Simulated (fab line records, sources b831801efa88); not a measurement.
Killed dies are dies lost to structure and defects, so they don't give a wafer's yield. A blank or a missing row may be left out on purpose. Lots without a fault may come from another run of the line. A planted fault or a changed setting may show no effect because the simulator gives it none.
One fault seen from 2 desks | flow gf180mcu | each desk has only its own numbers; what lay behind them comes last

THE METROLOGY DESK
What the gauges read, lot by lot, whatever tool the lot ran on: means of the sampled wafers that have a number. A lot is out of limits, marked OUT, if its mean lies more than 4 standard deviations from the usual mean; the brackets give that distance.
Columns: A = STI_OXIDATION_01_THK at GF_STI_THK_MEAS_22, usual 14.92 nm; B = NWELL_RS at GF_VT_IMPLANT_RS_MEAS_47, usual 488.3 ohm/sq
lot  | first seen here | A     | B
L549 | day 2 07:53     | 14.74 | 488.3
L550 | day 2 13:44     | 14.41 | 487.9
L551 | day 2 18:45     | 14.98 | 489.2
L554 | day 3 11:10     | 14.84 | 488.0
L556 | day 3 20:20     | 15.30 | 490.0
L557 | day 4 02:43     | 14.71 | 487.1
L558 | day 4 06:37     | 14.89 | 488.9
L559 | day 4 11:37     | 15.22 | 489.2
L560 | day 4 17:28     | 15.55 | 488.3
L565 | day 5 20:10     | 15.01 | 488.9
L568 | day 6 12:33     | 14.71 | 487.0
L569 | day 6 15:50     | 14.89 | 487.1
L570 | day 6 21:39     | 14.74 | 487.7
L571 | day 7 01:44     | 14.99 | 488.2
This desk's finding: nothing out of limits on any of the 14 lots.

THE TOOL OWNER'S DESK: litho_track-04
The tool's own readings at GF_VT_IMPLANT_DEVELOP_06 (develop time 60 s): means of the sampled wafers that have a number, for each lot that ran on this tool. A lot is out of limits, marked OUT, if its mean lies more than 4 standard deviations from the usual mean; the brackets give that distance.
Columns: A = developer_temp_C at GF_VT_IMPLANT_DEVELOP_06, usual 23.02 C; B = resist_line_temp_C at GF_VT_IMPLANT_DEVELOP_06, usual 22.98 C
lot  | first seen here | A                | B
L549 | day 5 19:40     | 22.91            | 22.98
L551 | day 6 07:27     | 23.04            | 22.97
L554 | day 7 04:36     | 22.93            | 23.04
L556 | day 7 18:04     | 23.06            | 23.11
L558 | day 8 03:39     | 23.05            | 23.05
L559 | day 8 08:15     | 23.13            | 23.05
L560 | day 8 14:51     | 22.92            | 23.00
L568 | day 10 18:43    | 22.19 (-7.5) OUT | 23.03
L569 | day 11 02:55    | 22.07 (-8.7) OUT | 23.04
This desk's finding: out of limits on L568, L569; first on L568, day 10 18:43 (developer_temp_C at GF_VT_IMPLANT_DEVELOP_06). In limits: L549, L551, L554, L556, L558, L559, L560.

PUT TOGETHER
The tool owner's desk could have raised an alarm at day 10 18:43, on L568, L569.
The metrology desk saw nothing out of limits.
The metrology desk has L568, L569 on record, within its limits.
Of the lots named, all ran GF_VT_IMPLANT_DEVELOP_06 on litho_track-04.

WHAT THE SIMULATOR HAD PUT IN
Process parameter drift: litho_track-04, from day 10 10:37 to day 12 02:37, at GF_VT_IMPLANT_DEVELOP_06. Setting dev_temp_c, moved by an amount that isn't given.
Lots struck among those shown: L568, L569.
Hours from the fault's start to each desk's first reading out of limits: the tool owner's desk, 8.
